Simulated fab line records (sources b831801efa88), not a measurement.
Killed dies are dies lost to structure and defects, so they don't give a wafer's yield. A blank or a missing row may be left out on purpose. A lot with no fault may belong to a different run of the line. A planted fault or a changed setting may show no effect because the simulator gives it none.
Problem report in the 8D (eight disciplines) form, filled by code    flow gf180mcu    the parts of the form that need people (team, actions taken, sign-off) are left out

## 1. PROBLEM STATEMENT
Mean V4_W_RS at GF_V4_RS_MEAS_24: 0.298 ohm/sq over 3 wafers in 2 lots; fault-free wafers: 0.322 ohm/sq, standard deviation 0.0051. Relative to the usual mean, that is a shift of -4.7 standard deviations.
The step: measures by four-point-probe.
First seen on wafer L919.2, day 28 02:18, on filmMetro-01. The record holds 33 wafers of 11 lots with a number at this step. Rule for "out", or "out of limits": more than 4 standard deviations from the usual mean. Any other wafer with a number is counted as sound.

## 2. WHAT IT IS, AND WHAT IT ISN'T
question                     is                      is not
which readings at this step  V4_W_RS                 -
which lots                   L919, L920              L910, L914, L921, L923, L924, L927, L929, L931, L932
which wafers of those lots   L919.2, L919.4, L920.2  L919.3, L920.4, L920.6
read on which gauges         filmMetro-01            filmMetro-02, filmMetro-03
when                         from day 28 02:18       up to then (7 sound wafers); but 23 sound wafers of L920, L921, L923, L924, L927, L929, L931, L932 came after

## 3. THE SUSPECTS, EACH WITH WHAT RULES IT OUT
Counting: if a tool at a process step up to the reading ran every lot that is out, it stays a suspect. Sound lots after the first of them don't rule it out here, since some wafers of a struck lot are sound.
- the gauge at GF_V4_RS_MEAS_24: ruled out. All the wafers that are out were read on filmMetro-01, but those of them that GF_V4_CVD_23 has rows for are out there too, on other tools.
- pvdSputter-03 at GF_V4_SPUTTER_21 (material Ti, target thk 15 nm, time 80.02 s): kept. It processed each lot that is out (first: L919, day 28 02:04); up to then, its last sound lot is L910 (day 24 19:38).
- cvdW-02 at GF_V4_CVD_23 (deposits W, target thk 350 nm, time 104.9 s): kept. It processed each lot that is out (first: L919, day 28 02:10); up to then, its last sound lot is L914 (day 26 09:04). On those wafers its own readings are out: chamberPressureTorr.
- Within cvdW-02 at GF_V4_CVD_23, the wafers that are out were processed in chamber 0 and their sound lot-mates in chamber 1.
What counting leaves: pvdSputter-03 at GF_V4_SPUTTER_21 and cvdW-02 at GF_V4_CVD_23.

## 4. THE CAUSE (what the simulator had put in)
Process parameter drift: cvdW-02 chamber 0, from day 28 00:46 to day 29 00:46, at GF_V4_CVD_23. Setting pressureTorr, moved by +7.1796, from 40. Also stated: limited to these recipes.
Counting left 2 suspects, and this tool is among them.

## 5. SEQUENCE OF EFFECTS, ordered by route
Each row: a reading where the mean over the struck wafers with a number is more than 3 standard deviations away from the usual. Only readings for which the record gives a usual standard deviation are gone through. hours: the time from each lot's start at the first step in this table that gives one to its start at this step, as a median over the lots. sigmas: the change in usual standard deviations.
hours  step               reading              usual         on struck wafers  change  sigmas
0      GF_V4_CVD_23       chamberPressureTorr  39.98 Torr    47.11             +7.13   +78
0      GF_V4_RS_MEAS_24   V4_W_RS              0.322 ohm/sq  0.298             -0.024  -4.7
0      GF_V4_THK_MEAS_25  V4_W_THK             357 nm        387               +30     +4.7
It contains these process steps:
- GF_V4_CVD_23: deposits W, target thk 350 nm, time 104.9 s.

## 6. WHAT WOULD HAVE CAUGHT IT SOONER
The first out-of-limits reading at a measuring or inspecting step in this record came at day 28 02:18, 2 hours after the fault's start at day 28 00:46.
The tool's own readings at GF_V4_CVD_23 were out on every struck wafer that the step has a row for (chamberPressureTorr): an alarm limit on them would have fired on the first of those.
L920, from the lots that are out (2), started GF_V4_CVD_23 on cvdW-02 later than day 28 02:18. A hold on the tool at that time would have spared it.
